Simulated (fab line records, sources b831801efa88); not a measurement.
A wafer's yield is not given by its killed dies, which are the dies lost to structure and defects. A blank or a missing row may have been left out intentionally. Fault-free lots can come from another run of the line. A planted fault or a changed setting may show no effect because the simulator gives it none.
Code-filled problem report in 8D (eight disciplines) form / flow sky130 / the parts of the form that need people (team, actions taken, sign-off) are left out

## 1. THE PROBLEM
Wafers without a fault read 299.8 nm with a standard deviation of 1.4, while cd-nm at SKY_METAL4_CD_MEAS_13 averages 274.4 nm across 2 wafers of 1 lot. That puts it -18 standard deviations away from the usual mean.
The step: target cd 300 nm.
The first sign was on wafer L965.2 at day 45 10:10, on cd-sem-01. The record has a number at this step for 35 wafers belonging to 12 lots. By rule, "out" or "out of limits" means more than 4 standard deviations away from the usual mean. Any other wafer with a number is counted as sound.

## 2. WHAT IT IS; WHAT IT IS NOT
question=which readings at this step | is=cd-nm | is not=-
question=which lots | is=L965 | is not=L952, L953, L954, L955, L956, L957, L958, L959, L960, L971, L974
question=which wafers of those lots | is=all that have a number | is not=-
question=read on which gauges | is=cd-sem-01 | is not=cd-sem-02
question=when | is=from day 45 10:10 | is not=up to then (27 sound wafers); but 6 sound wafers of L971, L974 came after

## 3. SUSPECTS, AND WHAT RULES EACH OUT
Counting: a tool at any process step up to the reading remains a suspect when it ran all the lots that are out and ran no sound lot after the first of those.
- the gauge at SKY_METAL4_CD_MEAS_13: kept. All the wafers that are out were read on cd-sem-01, and no step on other tools shows them out.
- plasma-asher-01 at SKY_VT_ADJUST_HVTR_STRIP_10 (strips in O2/N2): ruled out as a lasting fault. Following L965 (day 13 13:38), the first lot on it that is out, the sound lots L971 were run on it.
- krf-scanner-02 at SKY_METAL4_EXPOSE_10 (exposes mask MM4, target cd 300 nm): ruled out as a lasting fault. Following L965 (day 44 23:52), the first lot on it that is out, the sound lots L974 were run on it.
After counting, what remains is cd-sem-01 at SKY_METAL4_CD_MEAS_13.

## 4. THE CAUSE (what the simulator had put in)
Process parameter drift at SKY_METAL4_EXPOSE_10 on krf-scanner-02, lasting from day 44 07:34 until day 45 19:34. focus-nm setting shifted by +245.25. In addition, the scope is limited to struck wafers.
The count ruled it out by mistake, since the rule takes a fault to strike every lot its tool runs from the start of the fault on, and this one did not do so.

## 5. THE CHAIN OF EFFECTS, in route order
Rows list readings where the struck wafers' mean (over those with a number) sits beyond 3 standard deviations from the usual. Only readings for which the record gives a usual standard deviation are gone through. hours: the time from each lot's start at the first step in this table that gives one to its start at this step, as a median over the lots. sigmas: the change in usual standard deviations.
hours=0; step=SKY_METAL4_CD_MEAS_13; reading=cd-nm; usual=299.8 nm; on struck wafers=274.4; change=-25.4; sigmas=-18

## 6. WHAT WOULD HAVE CAUGHT IT SOONER
The first out-of-limits reading at a measuring or inspecting step in this record came at day 45 10:10, 27 hours after the fault's start at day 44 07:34.
